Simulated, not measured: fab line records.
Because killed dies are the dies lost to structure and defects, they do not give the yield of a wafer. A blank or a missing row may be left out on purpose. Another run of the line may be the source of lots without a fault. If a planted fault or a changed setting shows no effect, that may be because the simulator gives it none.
fab line records	flow sky130	part 1 of 2: steps 1 to 42 of 43
[record] lots = 6	wafers = 18	lastDay = 50
route steps=708 shown METAL3@555 VIA3@573 PAD_OPEN@708
lots untouched by any fault: they come from a run of this same line in which no faults occurred
startH: the number of hours between the record's first day and the start of the first shown wafer of the lot	waitH: how many hours have passed since the lot's step before this one	" unchanged from the row above	L1.1+2: several wafers, shown together as one row	- either no value or no given start	* or withheld: withheld	< > ~ a bound
route shown NAME@n: a module of which the file shows steps, and the number in the route of the first	usual: average and standard deviation across the fault-free wafers	same: alike in all rows	chamber/n: place in a boat	sites: per-site readings	_std_site: the values' standard deviation	_edge_site: outer sites' mean less inner sites'	radiusMm: for every site, how far away it sits from the centre of the wafer	mask NAME#n: copy n	behind: the tool/chamber that last shaped the wafer	hold: cause of the lot's hold/its duration in hours/its outcome	device: whichever transistor did not switch (one of n, p or np)	end of line: tests of these same wafers at the route's end	a step given without rows: its recipe and nothing more	killed: not the wafer's yield, but the dies lost to structure and defects at the first sort	map: the dies of a wafer, with x for killed, . for not killed, _ for no die there
set.NAME: the setting as run; set.NAME@STEP: as run at that earlier step	model.NAME: the simulator's own value behind a step, which no gauge read
lots at some steps of the route; a table a step, a row a wafer
services: from which hour (startH, from the record's first day; less than 0 if before it) a tool's chamber was out of use, for how many hours, and why
[[steps]]
[step SKY_METAL3_DEHYDRATE_05]
[recipe] tempC = 200	timeS = 60
[step SKY_METAL3_HMDS_06]
[recipe] primeTimeS = 60	primeTempC = 120
[step SKY_METAL3_COAT_07]
[recipe] resist = BARC	tempC = withheld	timeS = withheld	spinRpm = 3000	resistThkNm = 60
[step SKY_METAL3_COAT_08]
[recipe] resist = KrF-thick	spinRpm = 3000	resistThkNm = 1140
[step SKY_METAL3_SOFTBAKE_09]
[recipe] tempC = 100	timeS = 90	resist = KrF-thick
[step SKY_METAL3_EXPOSE_10]
[recipe] maskId = MM3	na = 0.68	sourceShape = annular	sigmaInner = 0.4	sigmaOuter = 0.8	targetCdNm = 300	doseMj = 28
[step SKY_METAL3_PEB_11]
[recipe] pebTempC = withheld	pebTimeS = withheld	resist = KrF-thick
[step SKY_METAL3_DEVELOP_12]
[recipe] developTimeS = 60	resist = KrF-thick	devTempC = 21
[step SKY_METAL3_CD_MEAS_13]
[recipe] targetCdNm = 300
[usual] cdNm = 299.9/1.4
lot.wafer	tool	chamber	startH	waitH	cdNm
L572.1	cdSem-02	-	895.21	-	298.4
L572.3	"	-	"	"	297.4
L572.6	"	-	"	"	297.2
L583.1	cdSem-02	-	998.90	-	302.1
L583.4	"	-	"	"	302.5
L583.5	"	-	"	"	301.5
L582.1	cdSem-01	-	1002.01	-	300.5
L582.2	"	-	"	"	300.8
L582.3	"	-	"	"	299.3
L585.3	cdSem-02	-	1003.69	-	303.8
L585.5	"	-	"	"	303.2
L585.6	"	-	"	"	302.7
L586.1	cdSem-01	-	1003.75	-	301.3
L586.4	"	-	"	"	299.0
L586.6	"	-	"	"	300.4
L593.4	cdSem-01	-	1051.26	-	300.1
L593.5	"	-	"	"	299.4
L593.6	"	-	"	"	299.6
[step SKY_METAL3_OVL_MEAS_14]
[usual] METAL3_OVL = -4/6.5
lot.wafer	tool	chamber	startH	waitH	METAL3_OVL[nm]
L572.1	overlay-01	-	895.33	0.1	-6
L572.3	"	-	"	"	-5
L572.6	"	-	"	"	-5
L583.1	overlay-02	-	999.02	0.1	-8
L583.4	"	-	"	"	-8
L583.5	"	-	"	"	-12
L582.1	overlay-02	-	1002.13	0.1	-6
L582.2	"	-	"	"	2
L582.3	"	-	"	"	-2
L585.3	overlay-01	-	1003.78	0.1	5
L585.5	"	-	"	"	4
L585.6	"	-	"	"	1
L586.1	overlay-02	-	1003.87	0.1	3
L586.4	"	-	"	"	5
L586.6	"	-	"	"	6
L593.4	overlay-01	-	1051.34	0.1	-5
L593.5	"	-	"	"	-4
L593.6	"	-	"	"	-4
[step SKY_METAL3_DESCUM_15]
[recipe] chemistry = O2	sourcePowerW = 150	biasPowerW = 0	pressureMtorr = 10	tempC = 40	timeS = 8
[usual] drypumpMotorCurrentA = 5.76/0.22	oesProductAu = 1.000/0.0067
lot.wafer	tool	chamber	startH	waitH	drypumpMotorCurrentA	oesProductAu	rfHoursCounterH
L572.1	rieMetal-04	1	895.37	0.0	5.20	1.002	6
L572.3	"	1	"	"	5.22	1.004	-
L572.6	"	1	"	"	5.21	1.002	-
L583.1	rieMetal-01	1	999.06	0.0	5.70	0.998	3
L583.4	"	0	"	"	5.79	0.992	-
L583.5	"	0	"	"	5.78	1.008	-
L582.1	rieMetal-03	0	1002.17	0.0	5.78	0.993	8
L582.2	"	1	"	"	5.73	0.996	17
L582.3	"	0	"	"	5.82	1.000	-
L585.3	rieMetal-03	1	1003.82	0.0	5.78	1.000	-
L585.5	"	0	"	"	5.82	0.990	-
L585.6	"	1	"	"	5.74	0.992	-
L586.1	rieMetal-01	0	1003.91	0.0	5.80	1.006	19
L586.4	"	1	"	"	5.70	0.998	-
L586.6	"	1	"	"	5.70	0.984	-
L593.4	rieMetal-03	0	1051.37	0.0	5.78	1.012	-
L593.5	"	0	"	"	5.75	0.994	-
L593.6	"	1	"	"	5.73	1.002	-
[step SKY_METAL3_ETCH_16]
[recipe] chemistry = N2/H2	target = BARC	ionEnergyEv = 200	biasW = 100	pressureMtorr = 30	n2FlowSccm = 100	h2FlowSccm = 200	icpW = 500	stopOn = SiO2	timeS = 88.2	targetDepthA = 600
[usual] drypumpMotorCurrentA = 5.77/0.22	oesProductAu = 0.625/0.0044	throttleValvePct = 13.204/0.0095
lot.wafer	tool	chamber	startH	waitH	drypumpMotorCurrentA	oesProductAu	rfHoursCounterH	throttleValvePct
L572.1	rieMetal-04	1	895.40	0.0	5.20	0.619	6	13.201
L572.3	"	1	"	"	5.20	0.628	-	13.212
L572.6	"	1	"	"	5.20	0.618	-	13.193
L583.1	rieMetal-01	1	999.09	0.0	5.69	0.627	3	13.208
L583.4	"	0	"	"	5.82	0.630	-	13.200
L583.5	"	0	"	"	5.83	0.620	-	13.205
L582.1	rieMetal-03	0	1002.20	0.0	5.78	0.622	8	13.203
L582.2	"	1	"	"	5.77	0.623	17	13.208
L582.3	"	0	"	"	5.83	0.629	-	13.203
L585.3	rieMetal-03	1	1003.87	0.0	5.75	0.621	-	13.187
L585.5	"	0	"	"	5.84	0.624	-	13.206
L585.6	"	1	"	"	5.70	0.624	-	13.199
L586.1	rieMetal-01	0	1003.94	0.0	5.81	0.621	19	13.203
L586.4	"	1	"	"	5.74	0.623	-	13.204
L586.6	"	1	"	"	5.71	0.632	-	13.197
L593.4	rieMetal-03	0	1051.42	0.0	5.78	0.619	-	13.234
L593.5	"	0	"	"	5.84	0.621	-	13.218
L593.6	"	1	"	"	5.72	0.621	-	13.192
[step SKY_METAL3_ETCH_17]
[recipe] target = SiO2	stopOn = TiN	chemistry = C4F8/O2/Ar	sourceW = 1500	biasW = 1200	pressureMtorr = 40	c4f8FlowSccm = withheld	O2_flow_sccm = 6	Ar_flow_sccm = 300	timeS = 3.9	targetDepthA = 150
[usual] oesProductAu = 0.753/0.0068
lot.wafer	tool	chamber	startH	waitH	oesProductAu	rfHoursCounterH
L572.1	rieDiel-02	0	895.50	0.1	0.752	18
L572.3	"	1	"	"	0.766	15
L572.6	"	0	"	"	0.752	-
L583.1	rieDiel-02	0	999.19	0.1	0.751	21
L583.4	"	2	"	"	0.746	2
L583.5	"	1	"	"	0.757	-
L582.1	rieDiel-02	3	1002.30	0.1	0.749	10
L582.2	"	0	"	"	0.743	21
L582.3	"	1	"	"	0.753	18
L585.3	rieDiel-01	1	1003.94	0.0	0.750	12
L585.5	"	1	"	"	0.761	-
L585.6	"	2	"	"	0.759	-
L586.1	rieDiel-03	2	1004.04	0.1	0.748	27
L586.4	"	0	"	"	0.758	9
L586.6	"	1	"	"	0.752	-
L593.4	rieDiel-03	1	1051.49	0.0	0.754	17
L593.5	"	3	"	"	0.751	-
L593.6	"	2	"	"	0.755	-
[step SKY_METAL3_METAL_ETCH_18]
[recipe] targetDepthA = 8450	stopOn = SiO2	overEtchFrac = 0.3	timeS = 183.1	chemistry = Cl2/BCl3	resistSidewallDeg = 88	pressureMtorr = 10	icpW = 900	biasW = 48.5	Cl2_flow_sccm = 60	bcl3FlowSccm = 30
[step SKY_METAL3_STRIP_19]
[recipe] chemistry = O2/N2	powerW = 1400	pressureMtorr = 1500	platenTempC = withheld	o2FlowSccm = 3000	n2FlowSccm = 300	overashFraction = 0.5
[usual] drypumpMotorCurrentA = 5.9/0.44	oesProductAu = 0.501/0.0049	stripTimeToEndpointS = 6.52/0.058
lot.wafer	tool	chamber	startH	waitH	drypumpMotorCurrentA	oesProductAu	rfHoursCounterH	stripTimeToEndpointS
L572.1	plasmaAsher-03	0	895.87	0.3	6.1	0.495	13	6.40
L572.3	"	1	"	"	6.0	0.487	-	6.35
L572.6	"	0	"	"	6.1	0.494	-	6.38
L583.1	plasmaAsher-01	1	999.39	0.1	4.8	0.504	83	6.54
L583.4	"	0	"	"	5.8	0.496	-	6.47
L583.5	"	1	"	"	4.8	0.501	-	6.51
L582.1	plasmaAsher-03	0	1002.49	0.1	6.1	0.499	24	6.52
L582.2	"	1	"	"	6.0	0.496	24	6.44
L582.3	"	1	"	"	6.0	0.498	-	6.45
L585.3	plasmaAsher-02	0	1004.17	0.1	6.3	0.496	-	6.52
L585.5	"	1	"	"	6.0	0.514	-	6.59
L585.6	"	0	"	"	6.3	0.498	-	6.56
L586.1	plasmaAsher-03	0	1004.23	0.1	6.1	0.504	24	6.49
L586.4	"	1	"	"	6.0	0.486	-	6.46
L586.6	"	0	"	"	6.1	0.500	-	6.50
L593.4	plasmaAsher-01	1	1051.72	0.1	4.8	0.498	-	6.56
L593.5	"	1	"	"	4.8	0.502	-	6.60
L593.6	"	0	"	"	5.8	0.505	-	6.64
[step SKY_METAL3_STRIP_20]
[recipe] chemistry = postEtchResidueRemover	timeS = 1200	tempC = 72.5
[step SKY_METAL3_CLEAN_21]
[recipe] chemistry = IPA	timeS = 180	tempC = 25
[step SKY_METAL3_CLEAN_22]
[recipe] chemistry = O3/DIW	dry = n2Spin
[step SKY_VIA3_HDPCVD_00]
[recipe] material = SiO2	targetThkNm = 1635	sigmaOpenFrac = 0.3	timeS = 272.5	tempC = 400	sih4FlowSccm = 60	pressureMtorr = 6
[step SKY_VIA3_THK_MEAS_01]
[recipe] reads = SiO2_of_VIA3_HDPCVD_00
[usual] VIA3_HDPCVD_THK = 1633/18
lot.wafer	tool	chamber	startH	waitH	VIA3_HDPCVD_THK[nm]
L572.1	filmMetro-04	-	896.67	0.1	1633
L572.3	"	-	"	"	1622
L572.6	"	-	"	"	1625
L583.1	filmMetro-04	-	1000.16	0.1	1604
L583.4	"	-	"	"	1620
L583.5	"	-	"	"	1628
L582.1	filmMetro-01	-	1003.29	0.1	1642
L582.2	"	-	"	"	1655
L582.3	"	-	"	"	1646
L585.3	filmMetro-01	-	1004.96	0.1	1626
L585.5	"	-	"	"	1636
L585.6	"	-	"	"	1615
L586.1	filmMetro-03	-	1004.99	0.1	1610
L586.4	"	-	"	"	1598
L586.6	"	-	"	"	1598
L593.4	filmMetro-01	-	1052.56	0.0	1635
L593.5	"	-	"	"	1657
L593.6	"	-	"	"	1666
[step SKY_VIA3_CMP_02]
[recipe] material = SiO2	downForcePsi = 4	platenRpm = 60	padVelocityMS = 0.94248
[step SKY_VIA3_BOW_MEAS_03]
[recipe] mode = bow
[usual] VIA3_BOW = 77/7.9
lot.wafer	tool	chamber	startH	waitH	VIA3_BOW[um]
L572.1	filmMetro-01	-	897.48	0.2	80
L572.3	"	-	"	"	89
L572.6	"	-	"	"	83
L583.1	filmMetro-01	-	1000.53	0.1	63
L583.4	"	-	"	"	67
L583.5	"	-	"	"	74
L582.1	filmMetro-04	-	1003.65	0.2	76
L582.2	"	-	"	"	83
L582.3	"	-	"	"	87
L585.3	filmMetro-04	-	1005.34	0.1	75
L585.5	"	-	"	"	79
L585.6	"	-	"	"	76
L586.1	filmMetro-03	-	1005.35	0.1	92
L586.4	"	-	"	"	81
L586.6	"	-	"	"	73
L593.4	filmMetro-01	-	1052.95	0.3	89
L593.5	"	-	"	"	76
L593.6	"	-	"	"	71
[step SKY_VIA3_DEHYDRATE_04]
[recipe] tempC = 200	timeS = 60
[step SKY_VIA3_HMDS_05]
[recipe] primeTimeS = 60	primeTempC = 120
[step SKY_VIA3_COAT_06]
[recipe] resist = BARC	tempC = withheld	timeS = withheld	spinRpm = 3000	resistThkNm = 60
[step SKY_VIA3_COAT_07]
[recipe] resist = KrF-thick	spinRpm = 3000	resistThkNm = 450
[step SKY_VIA3_SOFTBAKE_08]
[recipe] tempC = 100	timeS = 90	resist = KrF-thick
[step SKY_VIA3_EXPOSE_09]
[recipe] maskId = VIM3	na = 0.8	sourceShape = annular	sigmaInner = 0.55	sigmaOuter = 0.85	targetCdNm = 200	doseMj = 38
[step SKY_VIA3_PEB_10]
[recipe] pebTempC = withheld	pebTimeS = withheld	resist = KrF-thick
[step SKY_VIA3_DEVELOP_11]
[recipe] developTimeS = 60	resist = KrF-thick	devTempC = 21
[step SKY_VIA3_CD_MEAS_12]
[recipe] targetCdNm = 200
[usual] cdNm = 199.4/1.4
lot.wafer	tool	chamber	startH	waitH	cdNm
L572.1	cdSem-02	-	922.60	-	199.3
L572.3	"	-	"	"	199.9
L572.6	"	-	"	"	199.2
L583.1	cdSem-01	-	1022.45	-	199.9
L583.4	"	-	"	"	199.4
L583.5	"	-	"	"	199.6
L582.1	cdSem-01	-	1026.80	-	198.7
L582.2	"	-	"	"	198.2
L582.3	"	-	"	"	197.1
L585.3	cdSem-01	-	1028.24	-	198.6
L585.5	"	-	"	"	198.4
L585.6	"	-	"	"	197.1
L586.1	cdSem-01	-	1028.32	-	197.3
L586.4	"	-	"	"	198.5
L586.6	"	-	"	"	199.5
L593.4	cdSem-02	-	1073.66	-	200.5
L593.5	"	-	"	"	199.2
L593.6	"	-	"	"	200.8
[step SKY_VIA3_OVL_MEAS_13]
[usual] VIA3_OVL = 2/4.9
lot.wafer	tool	chamber	startH	waitH	VIA3_OVL[nm]
L572.1	overlay-02	-	922.72	0.1	4
L572.3	"	-	"	"	7
L572.6	"	-	"	"	9
L583.1	overlay-02	-	1022.57	0.1	-4
L583.4	"	-	"	"	-2
L583.5	"	-	"	"	-3
L582.1	overlay-01	-	1026.92	0.1	7
L582.2	"	-	"	"	7
L582.3	"	-	"	"	7
L585.3	overlay-01	-	1028.33	0.1	4
L585.5	"	-	"	"	7
L585.6	"	-	"	"	13
L586.1	overlay-02	-	1028.44	0.1	4
L586.4	"	-	"	"	11
L586.6	"	-	"	"	11
L593.4	overlay-02	-	1073.74	0.1	4
L593.5	"	-	"	"	7
L593.6	"	-	"	"	5
[step SKY_VIA3_ETCH_14]
[recipe] chemistry = N2/H2	target = BARC	ionEnergyEv = 200	sourceW = 500	biasW = 100	pressureMtorr = 30	n2FlowSccm = 100	h2FlowSccm = 200	stopOn = SiO2	timeS = 45.9	targetDepthA = 600
[usual] drypumpMotorCurrentA = 5.6/0.48	oesProductAu = 0.854/0.0047	throttleValvePct = 13.225/0.0087
lot.wafer	tool	chamber	startH	waitH	drypumpMotorCurrentA	oesProductAu	rfHoursCounterH	throttleValvePct
L572.1	rieDiel-03	0	922.76	0.0	4.9	0.858	7	13.217
L572.3	"	3	"	"	4.7	0.848	21	13.223
L572.6	"	0	"	"	4.9	0.856	-	13.242
L583.1	rieDiel-04	0	1022.61	0.0	6.2	0.851	20	13.219
L583.4	"	1	"	"	5.3	0.863	11	13.249
L583.5	"	1	"	"	5.2	0.860	-	13.227
L582.1	rieDiel-04	3	1026.96	0.0	5.6	0.853	19	13.224
L582.2	"	2	"	"	5.6	0.847	14	13.218
L582.3	"	1	"	"	5.2	0.854	11	13.226
L585.3	rieDiel-03	3	1028.36	0.0	4.7	0.854	25	13.229
L585.5	"	1	"	"	6.0	0.850	-	13.206
L585.6	"	0	"	"	4.9	0.854	-	13.226
L586.1	rieDiel-01	2	1028.48	0.0	5.2	0.849	6	13.207
L586.4	"	3	"	"	5.3	0.854	9	13.231
L586.6	"	3	"	"	5.2	0.855	-	13.227
L593.4	rieDiel-04	3	1073.78	0.0	5.7	0.854	-	13.230
L593.5	"	2	"	"	5.6	0.855	-	13.225
L593.6	"	1	"	"	5.2	0.845	-	13.226
[step SKY_VIA3_ETCH_15]
[recipe] target = SiO2	chemistry = C4F8/O2/Ar	targetDepthNm = 507	stopOn = TiN	maskMaterial = KrF-thick	sourceW = 1500	biasW = 1200	pressureMtorr = 40	c4f8FlowSccm = withheld	O2_flow_sccm = 6	Ar_flow_sccm = 300	timeS = 78
[usual] oesProductAu = 0.946/0.0042
lot.wafer	tool	chamber	startH	waitH	oesProductAu	rfHoursCounterH
L572.1	rieDiel-03	0	922.80	0.0	0.938	7
L572.3	"	3	"	"	0.945	21
L572.6	"	0	"	"	0.942	-
L583.1	rieDiel-04	0	1022.65	0.0	0.942	20
L583.4	"	1	"	"	0.942	11
L583.5	"	1	"	"	0.953	-
L582.1	rieDiel-04	3	1027.00	0.0	0.949	19
L582.2	"	2	"	"	0.944	14
L582.3	"	1	"	"	0.945	11
L585.3	rieDiel-03	3	1028.40	0.0	0.944	25
L585.5	"	1	"	"	0.948	-
L585.6	"	0	"	"	0.951	-
L586.1	rieDiel-01	2	1028.52	0.0	0.945	6
L586.4	"	3	"	"	0.944	9
L586.6	"	3	"	"	0.939	-
L593.4	rieDiel-04	3	1073.83	0.0	0.953	-
L593.5	"	2	"	"	0.942	-
L593.6	"	1	"	"	0.947	-
[step SKY_VIA3_STRIP_16]
[recipe] chemistry = O2/N2	powerW = 1400	pressureMtorr = 1500	platenTempC = withheld	o2FlowSccm = 3000	n2FlowSccm = 300	overashFraction = 0.5
[step SKY_VIA3_STRIP_17]
[recipe] chemistry = postEtchResidueRemover	timeS = 1200	tempC = 72.5
[step SKY_VIA3_CLEAN_18]
[recipe] chemistry = IPA	timeS = 180	tempC = 25
[step SKY_VIA3_CLEAN_19]
[recipe] chemistry = O3/DIW	dry = n2Spin
[step SKY_VIA3_SPUTTER_20]
[recipe] material = TiN	targetThkNm = 20	chamberPressurePa = 5	powerW = 4000	timeS = 80
[step SKY_VIA3_CVD_21]
[recipe] material = W	targetThkNm = 390	timeS = 117.31	tempC = 400	pressureTorr = 40
[step SKY_VIA3_RS_MEAS_22]
[recipe] thkMeasGauge = four-point-probe	reads = W_of_VIA3_CVD_21+TiN_of_VIA3_SPUTTER_20
[usual] VIA3_W_RS = 0.2923/0.0025
lot.wafer	tool	chamber	startH	waitH	VIA3_W_RS[ohm/sq]
L572.1	filmMetro-03	-	923.63	0.1	0.2901
L572.3	"	-	"	"	0.2946
L572.6	"	-	"	"	0.2923
L583.1	filmMetro-03	-	1023.49	0.1	0.2918
L583.4	"	-	"	"	0.2943
L583.5	"	-	"	"	0.2904
L582.1	filmMetro-04	-	1027.92	0.1	0.2919
L582.2	"	-	"	"	0.2919
L582.3	"	-	"	"	0.2940
L585.3	filmMetro-03	-	1029.29	0.1	0.2922
L585.5	"	-	"	"	0.2894
L585.6	"	-	"	"	0.2934
L586.1	filmMetro-01	-	1029.71	0.1	0.2908
L586.4	"	-	"	"	0.2921
L586.6	"	-	"	"	0.2911
L593.4	filmMetro-03	-	1074.70	0.1	0.2919
L593.5	"	-	"	"	0.2903
L593.6	"	-	"	"	0.2935
[step SKY_VIA3_THK_MEAS_23]
[recipe] thkMeasGauge = xrf	reads = W_of_VIA3_CVD_21
[usual] VIA3_W_THK = 407/5.2
lot.wafer	tool	chamber	startH	waitH	VIA3_W_THK[nm]
L572.1	filmMetro-03	-	923.75	0.1	406
L572.3	"	-	"	"	398
L572.6	"	-	"	"	399
L583.1	filmMetro-03	-	1023.61	0.1	398
L583.4	"	-	"	"	399
L583.5	"	-	"	"	402
L582.1	filmMetro-04	-	1028.04	0.1	413
L582.2	"	-	"	"	411
L582.3	"	-	"	"	406
L585.3	filmMetro-03	-	1029.39	0.1	400
L585.5	"	-	"	"	407
L585.6	"	-	"	"	397
L586.1	filmMetro-01	-	1029.83	0.1	413
L586.4	"	-	"	"	409
L586.6	"	-	"	"	414
L593.4	filmMetro-03	-	1074.79	0.1	401
L593.5	"	-	"	"	403
L593.6	"	-	"	"	403
